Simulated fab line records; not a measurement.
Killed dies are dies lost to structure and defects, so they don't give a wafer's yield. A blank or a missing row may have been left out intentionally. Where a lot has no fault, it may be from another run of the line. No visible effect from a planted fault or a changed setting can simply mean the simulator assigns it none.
A lot that was struck, set against a sound lot :: flow gf180mcu :: 16 out of 602 route steps
Sound: the wafers L645.1, L645.3, L645.4. Wafers L658.3, L658.4, L658.5 were the ones struck. The cause is given at the end.
For every step that has rows: the tool of each side, followed by ch and its chambers, followed by its first start. Under that, the readings that differ: sound wafers :: struck wafers :: difference of the means :: sigmas: that difference in standard deviations of wafers without a fault.
alike: a reading whose means differ by less than 2 such deviations, as well as words and numbers matching on both sides. not compared: withheld readings; readings where some wafer has no value; bounds like >300 that might hide an equal value; numbers whose values overlap and for which the record gives no deviation.
A row with sigmas, a row that says differs or no value, or rows on one side alone: a step with any of these is where the two part. Numbers that don't overlap but have no deviation are shown without sigmas and don't part them. A reading that every wafer of one side lacks parts them only if that side has two wafers or more.

GF_V5_CMP_04: polishes SiO2.
  sound on cmp-02 ch 1,2,3, day 27 20:38; struck on cmp-01 ch 1,2,3, day 31 11:34
  alike: motor current A, platen rpm
GF_V5_BOW_MEAS_05:
  sound on film metro-01 at day 27 20:56; struck on film metro-01 at day 31 11:55
  alike: V5_BOW
then, 8 steps without rows for these wafers: GF_V5_DEHYDRATE_06 (time 60 s); GF_V5_HMDS_07 (prime time 60 s); GF_V5_COAT_08; GF_V5_COAT_09 (resist thk 1000 nm); GF_V5_SOFTBAKE_10 (time 60 s); GF_V5_EXPOSE_11 (exposes mask Via5, target cd 260 nm); GF_V5_PEB_12 (peb time 90 s); GF_V5_DEVELOP_13 (develop time 60 s).
GF_V5_CD_MEAS_14: target cd 260 nm.
  sound on cd sem-01 at day 28 16:41; struck on cd sem-01 at day 32 04:13
  alike: cd nm
GF_V5_OVL_MEAS_15:
  sound on overlay-01 at day 28 16:48; struck on overlay-01 at day 32 04:19
  alike: V5_OVL
GF_V5_ETCH_16: etches BARC in N2/H2.
  sound on rie diel-03 ch 0,1, day 28 16:50; struck on rie diel-01 ch 0,2,3, day 32 04:20
  no value came back on the struck wafers for any of 5 readings (bias w (W), chamber pressure mTorr (mTorr) and others); on the sound wafers bias w (W) reads 99.2 99.7 100.0
GF_V5_ETCH_17: etches SiO2 in C4F8/O2/Ar, stops on TiN, target depth 855 nm.
  sound on rie diel-03 ch 0,1; struck on rie diel-01 ch 0,2,3
reading: oes product au (a.u.)
sound: 0.864 0.859 0.861
struck: 0.369 0.376 0.377
difference: -0.487
sigmas: -99 or more
  alike: bias w, chamber pressure mTorr
GF_V5_STRIP_18: strips in O2/N2.
  sound on plasma asher-01 ch 0,1, day 28 16:59; struck on plasma asher-01 ch 0,1, day 32 04:31
reading: oes product au (a.u.)
sound: 0.567 0.573 0.571
struck: 0.588 0.589 0.594
difference: +0.020
sigmas: +4
  alike: chamber pressure mTorr, drypump motor current A, heater power w, platen temp c
  not compared: rf hours counter h
then, 1 step without rows for these wafers: GF_V5_STRIP_19 (strips in post etch residue remover, time 1200 s).

== WHERE THEY PART ==
At GF_V5_ETCH_16 first; at GF_V5_STRIP_18 last (within this record only).

WHY: what the simulator had put in
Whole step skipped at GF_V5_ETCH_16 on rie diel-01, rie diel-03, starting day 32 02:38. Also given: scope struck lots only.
